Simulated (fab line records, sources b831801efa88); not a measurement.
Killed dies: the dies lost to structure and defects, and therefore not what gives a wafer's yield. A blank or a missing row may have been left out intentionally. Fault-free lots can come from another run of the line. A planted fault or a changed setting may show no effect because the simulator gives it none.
Matching of chambers    flow gf180mcu    4 sister chambers for GF_V4_ETCH_16 on rieDiel-02
The step etches BARC in N2/H2. 22 wafers are shown with their chamber, then 11 later ones without.

WAFERS PAIRED WITH THEIR CHAMBERS
wafer   chamber  drypumpMotorCurrentA (A)  biasW (W)  throttleValvePct (%)
L074.2  0        5.0                       99.71      13.216
L074.4  2        4.8                       99.89      13.224
L074.6  0        5.0                       99.82      13.217
L083.2  3        5.4                       99.80      13.220
L083.3  1        5.9                       99.79      13.208
L083.5  3        5.4                       99.63      13.223
L085.2  1        5.9                       99.82      13.231
L085.3  2        4.8                       100.26     13.224
L085.4  0        5.1                       99.85      13.217
L086.2  2        4.8                       99.92      13.221
L086.3  0        5.1                       99.95      13.225
L086.5  3        5.4                       100.41     13.225
L088.1  2        4.8                       99.45      13.240
L088.3  0        5.1                       99.82      13.225
L088.6  3        5.4                       100.42     13.229
L091.1  1        5.9                       99.96      13.229
L091.2  0        5.1                       99.94      13.224
L091.4  3        5.4                       100.38     13.227
L090.2  2        4.8                       99.77      13.233
L090.3  0        5.1                       99.68      13.228
L090.6  1        5.9                       99.73      13.234
L092.3  0        5.0                       100.30     13.229

SIGNATURES (averages over the wafers above)
reading               chamber 0  chamber 1  chamber 2  chamber 3  scatter within a chamber
drypumpMotorCurrentA  5.062      5.900      4.800      5.400      0.0323
biasW                 99.8837    99.8250    99.8580    100.1280   0.26
throttleValvePct      13.22263   13.22550   13.22840   13.22480   0.00711
Rule: for each reading, subtract the chamber's mean from the wafer's reading, divide by that reading's scatter and square the result; add these up over the readings and take the root, which gives the wafer's distance from the chamber. The wafer belongs to the nearest chamber; if the next one is less than 2 further off, it can't be placed. The scatter: the root of (the sum of the squares of (reading less its chamber's mean) over the shown wafers, divided by (wafers less chambers)).

WAFERS WHOSE CHAMBER IS MISSING
wafer   drypumpMotorCurrentA (A)  biasW (W)  throttleValvePct (%)
L092.5  4.7                       100.16     13.229
L092.6  5.4                       99.95      13.216
L093.2  5.4                       100.28     13.215
L093.3  4.8                       99.68      13.231
L093.4  5.1                       99.36      13.219
L095.1  5.4                       100.47     13.215
L095.2  5.9                       100.56     13.223
L095.3  4.8                       99.72      13.218
L096.1  5.1                       100.26     13.212
L096.2  5.4                       99.65      13.212
L096.3  4.8                       99.62      13.219

WHICH CHAMBER EACH WENT THROUGH
wafer   from the rows above  in truth
L092.5  2                    2
L092.6  3                    3
L093.2  3                    3
L093.3  2                    2
L093.4  0                    0
L095.1  3                    3
L095.2  1                    1
L095.3  2                    2
L096.1  0                    0
L096.2  3                    3
L096.3  2                    2
11 of 11 placed correctly. From these rows, 0 cannot be placed. Wrongly placed: 0.
